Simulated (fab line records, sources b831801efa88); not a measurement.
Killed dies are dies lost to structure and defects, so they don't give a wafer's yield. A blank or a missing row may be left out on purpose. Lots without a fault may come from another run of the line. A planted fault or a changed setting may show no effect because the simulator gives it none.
A struck lot beside a sound one | flow sky130 | 16 steps out of a route of 708
Sound: wafers L692.2, L692.5, L692.6. Struck: wafer L705.1. (L705.4, L705.5 of the same lot were not struck and are left out.) The cause comes at the end.
At each step with rows: each side's tool, then ch and its chambers, then its first start. Under that, the readings that differ: sound wafers | struck wafers | difference of the means | sigmas: that difference in standard deviations of wafers without a fault.
alike: readings whose means differ by less than 2 such deviations, and words and numbers that are the same on both sides. not compared: withheld readings, readings that some wafer has no value for, bounds like >300 that may hide the same value, and numbers for which the record gives no deviation and whose values overlap.
The two part at a step that has a row with sigmas, a row that says differs or no value, or rows on one side only. Numbers that don't overlap but have no deviation are shown without sigmas and don't part them. A reading that every wafer of one side lacks parts them only if that side has two wafers or more.

first, 2 steps without rows for these wafers: SKY_METAL3_PEB_11; SKY_METAL3_DEVELOP_12 (develop time 60 s).
SKY_METAL3_CD_MEAS_13: target cd 300 nm.
  sound on cd_sem-01, day 39 06:35; struck on cd_sem-01, day 43 00:34
  alike: cd_nm
SKY_METAL3_OVL_MEAS_14:
  sound on overlay-01, day 39 06:42; struck on overlay-01, day 43 00:41
  alike: METAL3_OVL
SKY_METAL3_DESCUM_15: chemistry O2, time 8 s.
  sound on rie_metal-04 ch 0,1, day 39 06:44; struck on rie_metal-02 ch 0, day 43 00:43
  alike: drypump_motor_current_A, he_backside_leak_sccm, oes_product_au
  not compared: rf_hours_counter_h
SKY_METAL3_ETCH_16: etches BARC in N2/H2, stops on SiO2, time 88.2 s, target depth 60 nm.
  sound on rie_metal-04 ch 0,1, day 39 06:46; struck on rie_metal-02 ch 0, day 43 00:45
  alike: drypump_motor_current_A, he_backside_leak_sccm, oes_product_au, throttle_valve_pct
  not compared: rf_hours_counter_h
SKY_METAL3_ETCH_17: etches SiO2 in C4F8/O2/Ar, stops on TiN, time 3.9 s, target depth 15 nm.
  sound on rie_diel-02 ch 1,2, day 39 06:52; struck on rie_diel-01 ch 0, day 43 00:51
  alike: oes_product_au
SKY_METAL3_METAL_ETCH_18: etches the open film in Cl2/BCl3, stops on SiO2, target depth 845 nm, time 183.1 s.
  sound on rie_metal-02 ch 0,1, day 39 06:53; struck on rie_metal-01 ch 1, day 43 00:52
  reading                     | sound             | struck | difference | sigmas
  drypump_motor_current_A (A) | 6.2 5.8 6.3       | 5.1    | -1.0       | -2
  oes_product_au (a.u.)       | 0.872 0.865 0.870 | 0.845  | -0.024     | -4
  alike: he_backside_leak_sccm, throttle_valve_pct
  not compared: rf_hours_counter_h
then, 4 steps without rows for these wafers: SKY_METAL3_STRIP_19 (strips in O2/N2); SKY_METAL3_STRIP_20 (strips in post etch residue remover, time 1200 s); SKY_METAL3_CLEAN_21 (cleans in IPA, time 180 s); SKY_METAL3_CLEAN_22 (cleans in O3/DIW).
SKY_VIA3_HDPCVD_00: deposits SiO2, target thk 1635 nm, time 272.5 s.
  sound on hdpcvd-01 ch 0,1,2, day 39 07:39; struck on hdpcvd-02 ch 0, day 43 01:49
  reading                                  | sound             | struck | difference | sigmas
  run_length_s (s)                         | 299.2 300.8 299.9 | 147.6  | -152.4     | -99 or more
  model.SiO2_of_VIA3_HDPCVD_00.thk_nm (nm) | 1622 1644 1656    | 718.1  | -922.6     |
SKY_VIA3_THK_MEAS_01:
  sound on film_metro-03, day 39 07:50; struck on film_metro-03, day 43 02:13
  reading              | sound          | struck | difference | sigmas
  VIA3_HDPCVD_THK (nm) | 1622 1643 1657 | 718    | -923       | -54
  not compared: hold
SKY_VIA3_CMP_02: polishes SiO2.
  sound on cmp-01 ch 1,2,3, day 39 08:02; struck on cmp-01 ch 3, day 43 04:26
  reading | sound | struck                   | difference                   | sigmas
  hold    | - - - | await_dispo/1.8h/release | no value on the sound wafers |
  alike: edge_zone_pressure_frac, motor_current_A
-- the record jumps here: 6 days lie between the struck wafers' starts before and after (it left off in module VIA3 and takes up again in module PAD_OPEN, whose first step shown is number 708 of the route) --
SKY_PAD_OPEN_PROBE_99:
  sound on prober-02, day 46 09:23; struck on prober-01, day 49 10:47
  reading                               | sound                | struck    | difference | sigmas
  model.etest.tester.sort_n_pass        | 413 398 410          | 213       | -194       |
  model.etest.tester.sort_yield_pct (%) | 83.94 80.89 83.33    | 43.29     | -39.43     |
  model.etest.tester.sort_bin_3_pct (%) | 1.423 0.4065 0.6098  | 41.26     | +40.45     |
  model.etest.met4_comb.leak_log10_a_um | -11.94 -12.16 -11.96 | -6.924    | +5.096     |
  model.etest.tester.sort_bin_8_pct (%) | 0 0 0                | 6.149e-05 | +6.149e-05 |
  model.etest.tester.sort_bin_4_pct (%) | 0 0 0                | 5.406e-15 | +5.406e-15 |
  alike: defect_limited_yield, killed_at_M0_to_M3, killed_at_M4_up, killed_at_contacts, killed_at_front_end, killed_at_other, killed_dies, killed_open, killed_short

WHERE THEY PART
First at SKY_METAL3_METAL_ETCH_18; last, within this record, at SKY_VIA3_CMP_02. Later steps at which nothing parts them and some readings are alike: SKY_PAD_OPEN_PROBE_99.

WHY: what the simulator had put in
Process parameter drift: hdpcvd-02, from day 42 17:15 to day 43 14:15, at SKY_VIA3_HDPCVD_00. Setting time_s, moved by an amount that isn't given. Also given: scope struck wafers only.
